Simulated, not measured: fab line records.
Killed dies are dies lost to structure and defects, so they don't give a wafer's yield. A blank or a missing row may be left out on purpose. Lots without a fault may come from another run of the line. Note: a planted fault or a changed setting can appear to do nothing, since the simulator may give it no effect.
The tool behind it: which one? + flow gf180mcu + 12 lots with 36 wafers sampled at 3 steps, on a route of 602 steps

## WHAT EACH GAUGE READ, for each wafer
GF_TOP_METAL_THK_MEAS_06: measures by xrf. Usual: TOP_METAL_ALCU_THK 899 nm, standard deviation 11.
| lot  | measured     | on            | TOP_METAL_ALCU_THK (nm) | flag |
|------|--------------|---------------|-------------------------|------|
| L296 | day 27 05:45 | film metro-02 | 922 910 906             |      |
| L301 | day 29 02:39 | film metro-03 | 878 881 881             |      |
| L302 | day 29 07:32 | film metro-03 | 884 878 896             |      |
| L305 | day 30 09:49 | film metro-03 | 885 884 886             |      |
| L306 | day 30 18:43 | film metro-03 | 904 901 908             |      |
| L307 | day 31 00:10 | film metro-01 | 922 914 899             |      |
| L310 | day 31 08:35 | film metro-01 | 883 903 909             |      |
| L312 | day 31 23:19 | film metro-02 | 885 899 901             |      |
| L313 | day 32 09:00 | film metro-03 | 895 888 886             |      |
| L315 | day 32 17:07 | film metro-02 | 908 890 914             |      |
| L316 | day 32 20:56 | film metro-02 | 904 892 898             |      |
| L318 | day 33 08:11 | film metro-03 | 884 877 891             |      |

## EACH LOT AND THE TOOL THAT RAN IT (in order: tool; ch and the chambers of the sampled wafers; start)
| lot  | GF_M3_SPUTTER_03             | GF_M5_STRIP_11                       |
|------|------------------------------|--------------------------------------|
| L296 | pvd sputter-02, day 20 07:23 | plasma asher-01 ch 0,1, day 26 06:16 |
| L301 | pvd sputter-04, day 22 12:32 | plasma asher-04 ch 0, day 28 04:41   |
| L302 | pvd sputter-03, day 22 19:19 | plasma asher-04 ch 0,1, day 28 09:35 |
| L305 | pvd sputter-04, day 24 02:37 | plasma asher-01 ch 0,1, day 29 12:41 |
| L306 | pvd sputter-03, day 24 11:32 | plasma asher-03 ch 0,1, day 29 21:38 |
| L307 | pvd sputter-04, day 24 18:41 | plasma asher-01 ch 0,1, day 30 02:49 |
| L310 | pvd sputter-03, day 25 06:50 | plasma asher-04 ch 0,1, day 30 11:46 |
| L312 | pvd sputter-02, day 26 00:15 | plasma asher-04 ch 0,1, day 31 03:23 |
| L313 | pvd sputter-02, day 26 09:55 | plasma asher-04 ch 0,1, day 31 12:48 |
| L315 | pvd sputter-03, day 26 20:14 | plasma asher-03 ch 0,1, day 31 20:11 |
| L316 | pvd sputter-03, day 27 02:18 | plasma asher-04 ch 0,1, day 32 01:39 |
| L318 | pvd sputter-03, day 27 16:06 | plasma asher-01 ch 0,1, day 32 13:01 |
- GF_M3_SPUTTER_03: material Ti, target thk 10 nm, time 6.7 s.
- GF_M5_STRIP_11: strips in O2/N2.

## AS READ BY THE TOOLS THEMSELVES (means over the sampled wafers that have a number; for cases with no such wafer, the mark the record gives instead)
GF_M3_SPUTTER_03. Usual: throttle valve pct reads 30.1 % (standard deviation 0.79).
| lot  | tool           | throttle valve pct (%) | flag |
|------|----------------|------------------------|------|
| L296 | pvd sputter-02 | 29.7                   |      |
| L301 | pvd sputter-04 | 31.6                   |      |
| L302 | pvd sputter-03 | 30.0                   |      |
| L305 | pvd sputter-04 | 31.6                   |      |
| L306 | pvd sputter-03 | 29.9                   |      |
| L307 | pvd sputter-04 | 31.4                   |      |
| L310 | pvd sputter-03 | 29.4                   |      |
| L312 | pvd sputter-02 | 30.1                   |      |
| L313 | pvd sputter-02 | 29.9                   |      |
| L315 | pvd sputter-03 | 29.5                   |      |
| L316 | pvd sputter-03 | 29.4                   |      |
| L318 | pvd sputter-03 | 29.3                   |      |

GF_M5_STRIP_11. Usual: drypump motor current A 5.7 A, standard deviation 0.51; heater power w 330 W, standard deviation 34; oes product au 0.544 a.u., standard deviation 0.0045; strip time to endpoint s 7.53 s, standard deviation 0.048.
| lot  | tool            | drypump motor current A (A) | heater power w (W) | oes product au (a.u.) | strip time to endpoint s (s) | flag |
|------|-----------------|-----------------------------|--------------------|-----------------------|------------------------------|------|
| L296 | plasma asher-01 | 5.4                         | 285                | 0.544                 | 7.56                         |      |
| L301 | plasma asher-04 | 6.5                         | 371                | 0.547                 | 7.54                         |      |
| L302 | plasma asher-04 | 6.1                         | 362                | 0.549                 | 7.59                         |      |
| L305 | plasma asher-01 | 5.3                         | 284                | 0.548                 | 7.53                         |      |
| L306 | plasma asher-03 | 5.7                         | 321                | 0.546                 | 7.52                         |      |
| L307 | plasma asher-01 | 5.3                         | 283                | 0.545                 | 7.54                         |      |
| L310 | plasma asher-04 | 5.8                         | 346                | 0.546                 | 7.51                         |      |
| L312 | plasma asher-04 | 6.2                         | 361                | 0.545                 | 7.49                         |      |
| L313 | plasma asher-04 | 5.8                         | 346                | 0.551                 | 7.54                         |      |
| L315 | plasma asher-03 | 5.6                         | 327                | 0.550                 | 7.53                         |      |
| L316 | plasma asher-04 | 5.8                         | 351                | 0.545                 | 7.52                         |      |
| L318 | plasma asher-01 | 5.7                         | 290                | 0.545                 | 7.56                         |      |

## THE ANSWER, worked out from the rows above alone
Rule: a lot is off if the mean of its wafers that have a number lies more than 3 standard deviations from the usual mean. A lot without any number at a reading at which 4 lots or more have one is off too. The other lots that the step has rows for count as sound. The gauges are gone through in route order, then the tools' own readings, and for those a lot's mean is taken as printed above. At the first step where some lot is off, the reading lying furthest off is the one used; lots without a number count as furthest.
None of the lots is off at any reading shown; this tells nothing.

## WHAT THE SIMULATOR HAD INSERTED
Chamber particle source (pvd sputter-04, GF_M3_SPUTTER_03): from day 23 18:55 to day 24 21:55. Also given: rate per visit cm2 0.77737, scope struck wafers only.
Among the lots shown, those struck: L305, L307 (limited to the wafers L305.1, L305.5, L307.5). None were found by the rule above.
